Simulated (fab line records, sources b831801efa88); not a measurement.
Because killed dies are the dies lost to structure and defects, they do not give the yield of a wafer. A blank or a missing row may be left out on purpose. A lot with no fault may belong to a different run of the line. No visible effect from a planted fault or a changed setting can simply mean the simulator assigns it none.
2 desks, one fault | flow gf180mcu | each desk has only its own numbers; what lay behind them comes last

## THE METROLOGY DESK
What the gauges read for every lot (on any tool): the sampled wafers with a number, averaged. Marked OUT: a lot whose mean sits more than 4 standard deviations from the usual mean, which makes it out of limits; the brackets give that distance.
Columns: A = MIM_CVD_05_THK at GF_MIM_THK_MEAS_06, usual 42.0 nm
lot  | first seen here | A
L812 | day 24 09:56    | 41.8
L815 | day 25 18:18    | 42.3
L814 | day 25 21:18    | 41.9
L816 | day 26 03:21    | 42.2
L817 | day 26 13:34    | 42.2
L821 | day 27 20:57    | 41.7
L825 | day 28 15:12    | 41.5
L826 | day 29 00:18    | 41.5
L827 | day 29 07:29    | 41.7
L828 | day 29 12:57    | 41.8
L831 | day 30 09:28    | 42.8
L835 | day 31 07:50    | 41.8
Finding of this desk: none of the 12 lots has anything out of limits.

## FOR THE TOOL OWNER'S DESK: plasma-asher-02
The tool's own readings at GF_V4_STRIP_18 (strips in O2/N2): means of the sampled wafers that have a number, for each lot that ran on this tool. Marked OUT: a lot whose mean sits more than 4 standard deviations from the usual mean, which makes it out of limits; the brackets give that distance.
Columns: A = drypump-motor-current-A at GF_V4_STRIP_18, usual 5.8 A; B = heater-power-w at GF_V4_STRIP_18, usual 335 W; C = oes-product-au at GF_V4_STRIP_18, usual 0.591 a.u.
lot  | first seen here | A   | B   | C
L815 | day 25 16:41    | 6.1 | 324 | 0.590
L814 | day 25 19:50    | 6.1 | 321 | 0.590
L821 | day 27 19:28    | 6.1 | 322 | 0.597
L825 | day 28 13:43    | 6.1 | 318 | 0.594
L827 | day 29 05:58    | 6.1 | 323 | 0.593
Finding of this desk: none of the 5 lots has anything out of limits.

## ALL TOGETHER
From the metrology desk's view, nothing was out of limits.
The desk of the tool owner found nothing out of limits.

## WHAT THE SIMULATOR PUT IN
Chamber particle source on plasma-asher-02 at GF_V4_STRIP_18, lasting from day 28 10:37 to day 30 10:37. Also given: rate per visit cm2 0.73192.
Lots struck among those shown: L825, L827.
